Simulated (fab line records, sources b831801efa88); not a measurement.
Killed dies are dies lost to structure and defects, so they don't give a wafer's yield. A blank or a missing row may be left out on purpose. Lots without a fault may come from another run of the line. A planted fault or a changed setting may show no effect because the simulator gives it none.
fab line records | flow sky130
record lots=12 wafers=36 last_day=50
route steps=708 shown NWELL@33 VT_ADJUST_LVTN@106 SD_P@328 SD_N@349
lots that met no fault: from a run of the same line without faults
start_h: hours from the record's first day to the start of the lot's first wafer shown | wait_h: hours since the lot's step before | " the same as in the row above | L1.1+2: a row that stands for several wafers | - no value, or no start given | * or withheld: withheld | < > ~ a bound
route shown NAME@n: a module of which the file shows steps, and the number in the route of the first | usual: mean/standard deviation of fault-free wafers | same: alike in all rows | chamber/n: place in a boat | sites: the reading at each site | _std_site: their standard deviation | _edge_site: outer sites' mean less inner sites' | radius_mm: how far each site lies from the wafer's centre | mask NAME#n: copy n | behind: the tool/chamber that last shaped the wafer | hold: why the lot was held/for how many hours/how that ended | device: the transistor (n, p or np) that didn't switch | end of line: the same wafers' tests at the end of the route | a step without rows: its recipe alone | killed: dies lost to structure and defects at the first sort, not the wafer's yield | map: a wafer's dies, x killed, . not, _ none there
set.NAME: the setting as run; set.NAME@STEP: as run at that earlier step | model.NAME: the simulator's own value behind a step, which no gauge read
steps of the route over a sample of lots; a table a step, a row a wafer
services: from which hour (start_h, from the record's first day; less than 0 if before it) a tool's chamber was out of use, for how many hours, and why
## steps
# step SKY_NWELL_OXIDATION_01
# recipe temp_c=900 ambient=O2 stabilise_s=600 purge_s=300 target_thk_a=100 ox_time_s=1418
# usual ox_temp_c_max=903.2/0.93 zone_power_bottom_pct=27.3/0.37
# columns lot.wafer tool chamber start_h wait_h ox_temp_c_max zone_power_bottom_pct
L140.2 furnace-01 0 37.83 0.7 902.6 27.2
L140.3 " 0 " " 902.9 27.6
L140.6 " 0 " " 902.4 26.7
L143.2 furnace-01 0 53.13 0.8 902.3 27.8
L143.3 " 0 " " 902.2 27.2
L143.6 " 0 " " 902.6 28.1
L144.3 furnace-02 0 58.50 0.0 903.9 26.6
L144.4 " 0 " " 904.3 26.9
L144.5 " 0 " " 903.8 26.9
L145.2 furnace-01 0 65.32 4.8 903.3 26.8
L145.5 " 0 " " 902.7 27.6
L145.6 " 0 " " 902.9 27.8
L146.2 furnace-01 0 72.15 1.9 902.9 27.4
L146.4 " 0 " " 902.6 27.5
L146.6 " 0 " " 902.7 27.7
L151.1 furnace-01 0 92.70 0.6 903.3 27.4
L151.2 " 0 " " 903.7 27.2
L151.5 " 0 " " 902.8 27.6
L151.1 furnace-02 0 95.01 0.9 904.6 27.3
L151.2 " 0 " " 904.9 27.1
L151.5 " 0 " " 905.0 27.3
L153.2 furnace-01 0 102.31 0.1 902.4 27.4
L153.3 " 0 " " 901.9 27.9
L153.6 " 0 " " 902.6 27.5
L153.2 furnace-02 0 104.11 0.4 905.9 26.8
L153.3 " 0 " " 905.0 26.9
L153.6 " 0 " " 904.1 26.8
L158.1 furnace-01 0 131.23 1.1 902.4 27.1
L158.2 " 0 " " 903.4 27.2
L158.6 " 0 " " 902.3 27.2
L159.1 furnace-01 0 134.49 0.0 904.2 27.7
L159.2 " 0 " " 902.3 28.1
L159.4 " 0 " " 903.0 27.4
L161.3 furnace-01 0 144.38 0.1 903.1 27.5
L161.4 " 0 " " 903.0 27.8
L161.5 " 0 " " 903.4 28.0
L162.2 furnace-02 0 151.89 1.7 904.2 27.3
L162.3 " 0 " " 904.1 27.1
L162.4 " 0 " " 905.1 27.5
L163.3 furnace-02 0 157.38 1.3 905.7 27.3
L163.4 " 0 " " 904.9 26.6
L163.5 " 0 " " 904.3 27.2
# step SKY_NWELL_THK_MEAS_02
# recipe reads=SiO2_of_NWELL_OXIDATION_01
# usual NWELL_OXIDATION_THK=9.95/0.2
# columns lot.wafer tool chamber start_h wait_h NWELL_OXIDATION_THK[nm]
L140.2 film_metro-01 - 39.24 0.0 10.08
L140.3 " - " " 10.08
L140.6 " - " " 10.12
L143.2 film_metro-01 - 54.54 0.0 9.79
L143.3 " - " " 9.96
L143.6 " - " " 9.91
L144.3 film_metro-02 - 59.91 0.0 10.20
L144.4 " - " " 10.29
L144.5 " - " " 10.14
L145.2 film_metro-02 - 66.73 0.0 9.81
L145.5 " - " " 9.92
L145.6 " - " " 9.80
L146.2 film_metro-03 - 73.56 0.0 9.94
L146.4 " - " " 10.10
L146.6 " - " " 10.09
L151.1 film_metro-03 - 96.40 0.0 15.59
L151.2 " - " " 15.80
L151.5 " - " " 15.59
L151.1 film_metro-03 - 96.63 0.2 15.66
L151.2 " - " " 15.81
L151.5 " - " " 15.56
L153.2 film_metro-03 - 105.51 0.0 16.09
L153.3 " - " " 16.16
L153.6 " - " " 15.90
L153.2 film_metro-03 - 105.74 0.2 16.10
L153.3 " - " " 16.14
L153.6 " - " " 15.89
L158.1 film_metro-02 - 132.63 0.0 10.23
L158.2 " - " " 10.18
L158.6 " - " " 10.22
L159.1 film_metro-03 - 135.88 0.0 10.06
L159.2 " - " " 9.85
L159.4 " - " " 9.86
L161.3 film_metro-03 - 145.79 0.0 9.99
L161.4 " - " " 9.93
L161.5 " - " " 9.89
L162.2 film_metro-02 - 153.30 0.0 9.88
L162.3 " - " " 9.64
L162.4 " - " " 9.88
L163.3 film_metro-01 - 158.80 0.0 9.84
L163.4 " - " " 10.09
L163.5 " - " " 10.00
# step SKY_VT_ADJUST_LVTN_STRIP_09
# recipe chemistry=O2/N2 power_w=1400 pressure_mtorr=1500 platen_temp_c=withheld o2_flow_sccm=3000 n2_flow_sccm=300 overash_fraction=0.5
# usual drypump_motor_current_A=5.9/0.41 n2_flow_sccm=300.0/0.92 oes_product_au=0.722/0.0046 strip_time_to_endpoint_s=36.94/0.099
# columns lot.wafer tool chamber start_h wait_h drypump_motor_current_A n2_flow_sccm oes_product_au rf_hours_counter_h strip_time_to_endpoint_s
L140.2 plasma_asher-02 0 143.18 0.1 5.9 298.9 0.726 2 37.05
L140.3 " 1 " " 5.9 301.5 0.729 - 37.16
L140.6 " 0 " " 5.9 301.4 0.733 - 37.06
L143.2 plasma_asher-01 1 164.48 0.1 5.2 300.8 0.720 39 36.96
L143.3 " 1 " " 5.2 300.4 0.724 - 36.97
L143.6 " 0 " " 5.5 298.6 0.718 - 37.02
L144.3 plasma_asher-02 1 173.03 0.1 5.9 299.1 0.725 - 36.83
L144.4 " 0 " " 5.9 299.3 0.727 - 36.91
L144.5 " 1 " " 5.9 299.6 0.721 - 36.81
L145.2 plasma_asher-02 1 179.20 0.1 5.9 299.0 0.722 6 36.95
L145.5 " 1 " " 5.9 299.1 0.724 - 36.81
L145.6 " 0 " " 5.9 299.6 0.727 - 36.82
L146.2 plasma_asher-03 0 187.60 0.1 6.6 301.2 0.729 51 36.80
L146.4 " 0 " " 6.5 301.1 0.724 - 36.89
L146.6 " 1 " " 6.0 300.5 0.717 - 36.88
L151.1 plasma_asher-03 0 214.35 0.1 6.6 300.8 0.727 54 36.91
L151.2 " 1 " " 6.0 301.4 0.714 54 36.89
L151.5 " 0 " " 6.6 300.6 0.722 - 36.96
L153.2 plasma_asher-02 1 225.65 0.1 5.9 299.9 0.718 11 37.03
L153.3 " 1 " " 5.9 300.0 0.723 - 37.02
L153.6 " 0 " " 5.9 302.1 0.724 - 36.81
L158.1 plasma_asher-02 0 263.38 0.1 5.9 300.6 0.722 14 37.10
L158.2 " 1 " " 5.9 298.9 0.724 14 37.13
L158.6 " 0 " " 5.9 300.1 0.721 - 37.14
L159.1 plasma_asher-01 1 268.94 0.1 5.2 300.7 0.728 50 37.00
L159.2 " 0 " " 5.5 299.7 0.723 50 36.96
L159.4 " 0 " " 5.5 298.8 0.717 - 36.96
L161.3 plasma_asher-03 0 277.12 0.1 6.6 299.9 0.723 - 36.77
L161.4 " 1 " " 6.1 300.4 0.718 - 36.79
L161.5 " 1 " " 6.0 301.0 0.719 - 36.77
L162.2 plasma_asher-03 1 290.25 0.1 6.0 299.3 0.724 61 36.95
L162.3 " 0 " " 6.6 300.1 0.717 - 37.01
L162.4 " 1 " " 6.0 298.1 0.720 - 36.91
L163.3 plasma_asher-02 1 294.77 0.1 5.9 299.9 0.729 - 36.98
L163.4 " 0 " " 5.9 300.5 0.729 - 37.01
L163.5 " 0 " " 5.9 300.9 0.719 - 37.02
# step SKY_SD_P_OVL_MEAS_08
# usual SD_P_OVL=-1.5/1.4
# columns lot.wafer tool chamber start_h wait_h SD_P_OVL[nm]
L140.2 overlay-01 - 590.61 0.1 -0.3
L140.3 " - " " -3.6
L140.6 " - " " -1.5
L143.2 overlay-02 - 623.93 0.1 -1.6
L143.3 " - " " -0.4
L143.6 " - " " -0.8
L145.2 overlay-02 - 643.52 0.1 -2.6
L145.5 " - " " -2.6
L145.6 " - " " -2.9
L144.3 overlay-01 - 643.72 0.1 -1.6
L144.4 " - " " -2.1
L144.5 " - " " -2.1
L146.2 overlay-01 - 650.97 0.1 1.2
L146.4 " - " " -1.3
L146.6 " - " " 0.8
L151.1 overlay-01 - 684.86 0.1 -1.7
L151.2 " - " " -3.0
L151.5 " - " " -0.9
L153.2 overlay-02 - 694.31 0.1 -4.0
L153.3 " - " " -3.9
L153.6 " - " " -3.5
L158.1 overlay-02 - 737.86 0.1 -2.9
L158.2 " - " " -1.5
L158.6 " - " " -3.2
L159.1 overlay-02 - 745.01 0.1 -3.4
L159.2 " - " " -4.0
L159.4 " - " " -2.1
L161.3 overlay-02 - 757.52 0.1 -0.6
L161.4 " - " " 0.7
L161.5 " - " " 0.8
L162.2 overlay-02 - 770.03 0.1 -3.7
L162.3 " - " " -1.6
L162.4 " - " " -2.0
L163.3 overlay-01 - 776.03 0.1 0.5
L163.4 " - " " 1.5
L163.5 " - " " -0.7
# step SKY_SD_N_CD_MEAS_07
# recipe target_cd_nm=380
# usual cd_nm=380.6/2.4
# columns lot.wafer tool chamber start_h wait_h cd_nm
L140.2 cd_sem-01 - 649.28 0.1 380.6
L140.3 " - " " 382.2
L140.6 " - " " 384.5
L143.2 cd_sem-01 - 681.67 0.1 379.3
L143.3 " - " " 380.2
L143.6 " - " " 377.3
L145.2 cd_sem-01 - 700.82 0.1 375.7
L145.5 " - " " 375.8
L145.6 " - " " 374.8
L144.3 cd_sem-02 - 701.14 0.1 383.3
L144.4 " - " " 381.8
L144.5 " - " " 383.0
L146.2 cd_sem-01 - 708.12 0.1 378.7
L146.4 " - " " 384.4
L146.6 " - " " 379.3
L151.1 cd_sem-01 - 739.76 0.1 380.4
L151.2 " - " " 377.5
L151.5 " - " " 379.0
L153.2 cd_sem-01 - 749.12 0.1 380.1
L153.3 " - " " 381.9
L153.6 " - " " 382.7
L158.1 cd_sem-01 - 790.59 0.1 380.4
L158.2 " - " " 382.7
L158.6 " - " " 381.4
L159.1 cd_sem-01 - 797.85 0.1 378.9
L159.2 " - " " 379.4
L159.4 " - " " 378.8
L161.3 cd_sem-01 - 810.98 0.1 380.3
L161.4 " - " " 378.8
L161.5 " - " " 381.9
L162.2 cd_sem-01 - 823.91 0.1 378.3
L162.3 " - " " 379.7
L162.4 " - " " 379.5
L163.3 cd_sem-01 - 828.65 0.2 376.5
L163.4 " - " " 378.0
L163.5 " - " " 376.7
## services
# columns tool chamber start_h hours kind
plasma_asher-01 - 15.72 2.8 pm
furnace-02 - 17.26 5.8 repair
furnace-02 - 59.89 3.2 pm
plasma_asher-02 - 70.23 7.0 pm
plasma_asher-03 - 107.53 14.6 pm
plasma_asher-02 - 108.75 9.0 pm
plasma_asher-02 0 108.75 9.0 vent_cycle
plasma_asher-02 1 108.75 9.0 vent_cycle
plasma_asher-02 0 117.75 - clean
plasma_asher-02 1 117.75 - clean
furnace-01 - 189.62 18.3 repair
plasma_asher-02 - 193.56 0.6 repair
furnace-02 - 227.81 4.0 pm
plasma_asher-03 - 260.79 0.9 repair
furnace-01 - 268.73 11.8 repair
furnace-01 - 280.52 3.7 pm
## key
first_sign step=SKY_NWELL_OXIDATION_01 reading=visit direction=added
effect step=SKY_NWELL_THK_MEAS_02 reading=visit direction=added
effect step=SKY_NWELL_THK_MEAS_02 reading=NWELL_OXIDATION_THK direction=up sigmas=30 usual=9.95 struck=15.86
met_at SKY_NWELL_OXIDATION_01
struck_lots L151,L153
tester_left_out L151,L153
not_acting_at SKY_VT_ADJUST_LVTN_STRIP_09,SKY_SD_P_OVL_MEAS_08,SKY_SD_N_CD_MEAS_07
fault kind=repeated_step_whole tool=furnace-01,furnace-02 chamber=- onset_h=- steps=SKY_NWELL_OXIDATION_01 times=1 scope=struck_lots_only
# tester_left_out: of these lots the tester's yield and bins aren't shown, on N5 and GAA mostly nor the transistor test; their killed dies are dies lost to structure and defects alone, not to doping, threshold or leakage, so they don't give the yield
